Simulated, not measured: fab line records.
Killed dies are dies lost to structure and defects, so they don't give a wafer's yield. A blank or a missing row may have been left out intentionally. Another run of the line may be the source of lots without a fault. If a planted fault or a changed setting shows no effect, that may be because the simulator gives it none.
Which of the tools did it?	flow sky130	24 lots, 72 wafers sampled, at 4 steps of a route of 708

WHAT THE GAUGES SHOWED, per wafer
SKY_CAPM_THK_MEAS_04: measures by xrf. Usual: CAPM_TIN_THK 200.6 nm, standard deviation 2.4.
lot	measured	on	CAPM_TIN_THK (nm)	flag
L074	day 36 00:23	filmMetro-02	200.2 201.9 202.2	
L075	day 36 17:17	filmMetro-02	196.8 195.9 199.3	
L076	day 36 21:14	filmMetro-02	199.6 197.0 199.0	
L077	day 37 04:08	filmMetro-02	195.7 197.5 198.0	
L078	day 37 11:58	filmMetro-01	197.8 200.0 197.7	
L079	day 38 00:15	filmMetro-03	200.0 203.5 201.5	
L082	day 38 18:13	filmMetro-02	200.4 199.6 199.9	
L081	day 38 19:37	filmMetro-03	201.1 200.2 201.5	
L080	day 38 20:17	filmMetro-03	200.2 200.5 201.9	
L083	day 39 08:02	filmMetro-01	202.7 201.3 201.2	
L084	day 39 15:59	filmMetro-01	199.8 198.7 199.7	
L085	day 39 19:38	filmMetro-02	198.1 199.5 200.7	
L086	day 40 03:32	filmMetro-01	203.4 203.2 202.9	
L087	day 40 07:02	filmMetro-01	200.4 199.5 200.1	
L088	day 40 12:46	filmMetro-01	196.5 200.4 196.8	
L089	day 40 22:09	filmMetro-03	201.9 202.8 204.9	
L090	day 41 09:52	filmMetro-03	206.2 202.9 201.6	
L091	day 41 14:01	filmMetro-03	201.1 197.7 195.4	
L092	day 41 14:19	filmMetro-01	203.0 199.9 200.7	
L093	day 42 07:04	filmMetro-03	203.5 200.9 202.2	
L094	day 42 09:34	filmMetro-03	203.5 206.7 206.9	
L095	day 42 13:16	filmMetro-02	198.6 201.1 198.0	
L096	day 42 16:01	filmMetro-01	203.8 200.4 204.4	
L097	day 44 07:46	filmMetro-01	200.3 203.5 199.8	

SKY_VIA3_BOW_MEAS_03. Usual: VIA3_BOW 80 um, standard deviation 8.3.
lot	measured	on	VIA3_BOW (um)	flag
L074	day 38 05:10	filmMetro-03	80 81 85	
L075	day 38 23:23	filmMetro-04	82 77 84	
L076	day 39 02:17	filmMetro-02	80 80 83	
L077	day 39 08:46	filmMetro-02	73 74 73	
L078	day 39 16:19	filmMetro-03	83 81 76	
L079	day 40 03:32	filmMetro-02	89 91 102	
L082	day 41 06:23	filmMetro-03	74 79 73	
L081	day 41 06:42	filmMetro-03	85 64 74	
L080	day 41 07:56	filmMetro-02	77 80 79	
L083	day 41 12:40	filmMetro-04	66 79 72	
L084	day 41 14:12	filmMetro-03	80 70 85	
L085	day 41 18:07	filmMetro-03	88 89 85	
L086	day 42 01:16	filmMetro-04	80 78 70	
L087	day 42 07:03	filmMetro-02	79 65 80	
L088	day 42 12:12	filmMetro-02	79 80 83	
L089	day 42 19:56	filmMetro-02	78 74 68	
L090	day 43 09:21	filmMetro-04	66 74 73	
L091	day 43 14:26	filmMetro-02	82 87 92	
L092	day 43 14:40	filmMetro-03	71 62 63	
L093	day 44 06:37	filmMetro-04	67 81 74	
L094	day 44 09:11	filmMetro-04	83 82 76	
L095	day 44 12:04	filmMetro-03	80 91 83	
L096	day 44 15:13	filmMetro-02	97 88 83	
L097	day 46 04:22	filmMetro-04	60 83 78	

SKY_METAL4_CD_MEAS_13 targets a cd of 300 nm. Usual: cdNm at 299.7 nm, with a standard deviation of 1.5.
lot	measured	on	cdNm (nm)	flag
L074	day 41 07:38	cdSem-02	301.9 302.3 301.2	
L075	day 41 21:55	cdSem-01	298.8 299.7 299.8	
L076	day 42 01:04	cdSem-01	297.2 297.2 299.2	
L077	day 42 08:32	cdSem-01	301.1 298.9 298.7	
L078	day 42 14:16	cdSem-02	299.2 300.4 299.2	
L079	day 43 01:49	cdSem-01	299.1 299.2 298.8	
L082	day 44 04:41	cdSem-02	299.5 299.2 300.5	
L081	day 44 05:41	cdSem-01	299.0 298.0 297.6	
L080	day 44 06:09	cdSem-01	300.0 300.1 300.2	
L083	day 44 11:28	cdSem-01	302.0 300.3 300.8	
L084	day 44 13:16	cdSem-01	300.0 300.6 300.1	
L085	day 44 15:19	cdSem-02	301.8 299.5 301.0	
L086	day 44 21:37	cdSem-01	298.5 298.2 298.6	
L087	day 45 05:22	cdSem-01	299.2 300.9 300.6	
L088	day 45 09:37	cdSem-02	297.1 299.1 296.7	
L089	day 45 15:03	cdSem-02	300.4 298.4 302.2	
L090	day 46 06:08	cdSem-02	300.1 298.8 298.1	
L091	day 46 10:04	cdSem-02	301.4 301.6 302.0	
L092	day 46 11:01	cdSem-02	298.1 298.8 298.3	
L093	day 46 23:37	cdSem-02	299.0 300.6 300.5	
L094	day 47 03:14	cdSem-02	299.6 302.8 301.4	
L095	day 47 04:16	cdSem-01	303.1 303.8 302.5	
L096	day 47 07:29	cdSem-02	301.5 300.8 299.4	
L097	day 48 16:47	cdSem-01	299.7 301.0 299.0	

TOOL THAT RAN EACH LOT (tool first, then ch and the chambers of the sampled wafers, then the start)
lot	SKY_VIA3_CMP_24
L074	cmp-01 ch 1,3, day 39 07:33
L075	cmp-02 ch 0,3, day 40 00:50
L076	cmp-01 ch 0,1,3, day 40 03:58
L077	cmp-01 ch 0,3, day 40 10:29
L078	cmp-02 ch 2,3, day 40 17:53
L079	cmp-01 ch 0,1,2, day 41 04:44
L082	cmp-02 ch 0,2,3, day 42 06:33
L081	cmp-01 ch 1,2, day 42 06:36
L080	cmp-02 ch 0,2,3, day 42 07:53
L083	cmp-02 ch 1,2,3, day 42 12:55
L084	cmp-02 ch 0,1,3, day 42 15:09
L085	cmp-01 ch 0,2,3, day 42 18:37
L086	cmp-01 ch 2,3, day 42 23:53
L087	cmp-02 ch 2,3, day 43 07:08
L088	cmp-02 ch 0,1,2, day 43 12:05
L089	cmp-01 ch 1,2, day 43 19:28
L090	cmp-02 ch 1,2,3, day 44 09:30
L091	cmp-01 ch 0,1,2, day 44 14:44
L092	cmp-01 ch 0,2, day 44 15:25
L093	cmp-01 ch 0,2,3, day 45 05:50
L094	cmp-02 ch 0,1,3, day 45 08:37
L095	cmp-01 ch 1,2,3, day 45 11:34
L096	cmp-01 ch 1,2, day 45 14:07
L097	cmp-02 ch 0,1,2, day 47 01:37
- SKY_VIA3_CMP_24: polishes, stops on SiO2, t overpolish 20 s, target thk 0 nm.

AS READ BY THE TOOLS THEMSELVES (means over the sampled wafers that have a number; for cases with no such wafer, the mark the record gives instead)
SKY_VIA3_CMP_24. Usual: headPressurePsi 3.499 psi, standard deviation 0.0075; motorCurrentA 11.3 A, standard deviation 0.8; overpolishRunS 19.999 s, standard deviation 0.0092; retainingRingPressureFrac 1.000, standard deviation 0.0055; slurryFilterDpKPa 13.50 kPa, standard deviation 0.14; timeToEndpointS 94 s, standard deviation 3.2.
lot	tool	headPressurePsi (psi)	motorCurrentA (A)	overpolishRunS (s)	retainingRingPressureFrac	slurryFilterDpKPa (kPa)	timeToEndpointS (s)	flag
L074	cmp-01	3.505	12.0	19.999	1.001	13.43	99	
L075	cmp-02	3.497	11.2	20.005	0.998	13.55	92	
L076	cmp-01	3.502	10.8	20.001	1.002	13.51	93	
L077	cmp-01	3.496	10.8	19.998	1.003	13.36	97	
L078	cmp-02	3.502	12.0	20.003	1.010	13.54	93	
L079	cmp-01	3.502	10.9	20.006	1.002	13.56	92	
L082	cmp-02	3.496	11.1	19.995	0.997	13.55	91	
L081	cmp-01	3.494	11.3	19.991	0.999	13.60	90	
L080	cmp-02	3.497	11.3	19.996	1.002	13.53	93	
L083	cmp-02	3.501	11.9	19.999	0.998	13.38	95	
L084	cmp-02	3.494	11.5	20.004	1.003	13.59	99	
L085	cmp-01	3.501	10.7	20.000	1.003	13.49	93	
L086	cmp-01	3.494	11.4	20.006	1.002	13.44	95	
L087	cmp-02	3.505	11.6	20.007	0.999	13.47	95	
L088	cmp-02	3.499	11.9	20.000	1.005	13.49	92	
L089	cmp-01	3.500	11.1	20.002	1.002	13.36	94	
L090	cmp-02	3.506	12.1	20.003	0.998	13.53	90	
L091	cmp-01	3.508	10.8	19.998	0.999	13.64	95	
L092	cmp-01	3.498	10.7	20.003	0.999	13.37	96	
L093	cmp-01	3.499	10.8	19.996	0.999	13.40	96	
L094	cmp-02	3.499	11.5	19.997	1.002	13.47	92	
L095	cmp-01	3.506	11.8	19.996	0.996	13.58	96	
L096	cmp-01	3.490	11.6	19.999	0.998	13.52	98	
L097	cmp-02	3.498	12.0	19.990	0.999	13.53	92	

THE ANSWER, worked out from the rows above alone
Rule: a lot counts as off when the mean over its wafers that have a number is more than 3 standard deviations away from the usual mean. A lot without any number at a reading at which 4 lots or more have one is off too. All remaining lots with rows at the step are treated as sound. After the gauges, taken in route order, come the tools' own readings; for these a lot's mean is taken, as printed above. The first step at which some lot is off is used, and at that step the reading that is off furthest; a lot without a number counts as furthest.
Nothing can be told from this: no lot is off at any reading shown.

WHAT THE SIMULATOR HAD PUT IN
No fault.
